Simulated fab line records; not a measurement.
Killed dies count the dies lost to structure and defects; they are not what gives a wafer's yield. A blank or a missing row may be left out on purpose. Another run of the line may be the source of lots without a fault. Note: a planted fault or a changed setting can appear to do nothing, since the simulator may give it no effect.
Check for tools in common / flow gf180mcu / Sampled: 12 lots, 36 wafers

== WHY IT WAS OPENED ==
At GF_SALICIDE_RS_MEAS_04 the reading SALICIDE_TIN_RS is flagged on 2 of 12 lots. No-fault wafers: 16.4 ohm/sq, standard deviation 0.41.
Rule: a lot is flagged in two cases, either no wafer of it has a number, or all its wafers with numbers fall more than 4 standard deviations from that mean. The other lots count as sound.

lot=L619; measured=day 15 01:23; on=film-metro-02; SALICIDE_TIN_RS (ohm/sq), wafer by wafer=16.7 17.0 17.0; flag=
lot=L621; measured=day 15 19:59; on=film-metro-04; SALICIDE_TIN_RS (ohm/sq), wafer by wafer=15.9 16.9 16.2; flag=
lot=L623; measured=day 16 16:13; on=film-metro-01; SALICIDE_TIN_RS (ohm/sq), wafer by wafer=16.5 16.7 16.0; flag=
lot=L626; measured=day 17 20:50; on=film-metro-02; SALICIDE_TIN_RS (ohm/sq), wafer by wafer=16.7 16.2 16.3; flag=
lot=L627; measured=day 18 01:52; on=film-metro-01; SALICIDE_TIN_RS (ohm/sq), wafer by wafer=16.4 15.8 16.0; flag=
lot=L633; measured=day 20 03:41; on=film-metro-02; SALICIDE_TIN_RS (ohm/sq), wafer by wafer=20.7 20.4 21.0; flag=FLAGGED
lot=L634; measured=day 20 15:19; on=film-metro-01; SALICIDE_TIN_RS (ohm/sq), wafer by wafer=21.2 21.7 21.9; flag=FLAGGED
lot=L636; measured=day 21 03:34; on=film-metro-02; SALICIDE_TIN_RS (ohm/sq), wafer by wafer=16.1 15.9 16.2; flag=
lot=L637; measured=day 21 11:58; on=film-metro-02; SALICIDE_TIN_RS (ohm/sq), wafer by wafer=16.2 16.1 16.7; flag=
lot=L640; measured=day 22 10:47; on=film-metro-01; SALICIDE_TIN_RS (ohm/sq), wafer by wafer=16.8 16.0 16.5; flag=
lot=L641; measured=day 23 03:26; on=film-metro-02; SALICIDE_TIN_RS (ohm/sq), wafer by wafer=16.7 16.2 16.2; flag=
lot=L642; measured=day 23 07:14; on=film-metro-04; SALICIDE_TIN_RS (ohm/sq), wafer by wafer=15.8 16.3 16.3; flag=
The mean of the flagged lots' numbers is 21.1 ohm/sq, +4.8 ohm/sq from the usual (+12 standard deviations).

== WHICH TOOL RAN EACH LOT ==
The record keeps 1 process step preceding the reading, out of 602 steps on the route. Every cell lists first the tool, next ch and the chambers used by the sampled wafers, and last the start.
lot=L619; flag=; GF_SALICIDE_SPUTTER_03=pvd-sputter-02, day 15 01:22
lot=L621; flag=; GF_SALICIDE_SPUTTER_03=pvd-sputter-04, day 15 19:56
lot=L623; flag=; GF_SALICIDE_SPUTTER_03=pvd-sputter-01, day 16 16:11
lot=L626; flag=; GF_SALICIDE_SPUTTER_03=pvd-sputter-04, day 17 20:49
lot=L627; flag=; GF_SALICIDE_SPUTTER_03=pvd-sputter-01, day 18 01:51
lot=L633; flag=FLAGGED; GF_SALICIDE_SPUTTER_03=pvd-sputter-02, day 20 03:40
lot=L634; flag=FLAGGED; GF_SALICIDE_SPUTTER_03=pvd-sputter-02, day 20 15:17
lot=L636; flag=; GF_SALICIDE_SPUTTER_03=pvd-sputter-01, day 21 03:32
lot=L637; flag=; GF_SALICIDE_SPUTTER_03=pvd-sputter-04, day 21 11:52
lot=L640; flag=; GF_SALICIDE_SPUTTER_03=pvd-sputter-01, day 22 10:40
lot=L641; flag=; GF_SALICIDE_SPUTTER_03=pvd-sputter-04, day 23 03:24
lot=L642; flag=; GF_SALICIDE_SPUTTER_03=pvd-sputter-01, day 23 07:13
What is done by these steps:
- GF_SALICIDE_SPUTTER_03: material TiN, target thk 20 nm, time 16.4 s.
- GF_SALICIDE_RS_MEAS_04: measures by four-point-probe.

== FLAGGED AGAINST TOTAL, ONE TOOL AT A TIME (gauges that did the reading follow at the end) ==
step=GF_SALICIDE_SPUTTER_03; tool=pvd-sputter-01; lots run=5; flagged=0; share of the flagged lots=none; sound lots run after its first flagged lot=-
step=GF_SALICIDE_SPUTTER_03; tool=pvd-sputter-02; lots run=3; flagged=2; share of the flagged lots=all; sound lots run after its first flagged lot=0
step=GF_SALICIDE_SPUTTER_03; tool=pvd-sputter-04; lots run=4; flagged=0; share of the flagged lots=none; sound lots run after its first flagged lot=-
step=GF_SALICIDE_RS_MEAS_04; tool=film-metro-01; lots run=4; flagged=1; share of the flagged lots=some; sound lots run after its first flagged lot=1 (L640)
step=GF_SALICIDE_RS_MEAS_04; tool=film-metro-02; lots run=6; flagged=1; share of the flagged lots=some; sound lots run after its first flagged lot=3 (L636,L637,L641)
step=GF_SALICIDE_RS_MEAS_04; tool=film-metro-04; lots run=2; flagged=0; share of the flagged lots=none; sound lots run after its first flagged lot=-

== WHAT THE TABLE PERMITS ==
In the table, 1 row covers all flagged lots: pvd-sputter-02 at GF_SALICIDE_SPUTTER_03.
- pvd-sputter-02 at GF_SALICIDE_SPUTTER_03: 2 of its 3 lots flagged. Its last sound lot is L619 (day 15 01:22), its first flagged lot L633 (day 20 03:40): a fault that began between those two fits.
Just one tool remains: pvd-sputter-02 at GF_SALICIDE_SPUTTER_03.

== WHAT HAD BEEN PUT IN BY THE SIMULATOR ==
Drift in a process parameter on pvd-sputter-02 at GF_SALICIDE_SPUTTER_03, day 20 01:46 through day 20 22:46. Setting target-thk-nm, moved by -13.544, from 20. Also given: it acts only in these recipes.
Struck lots among those shown: L633, L634. The rule above found the same.
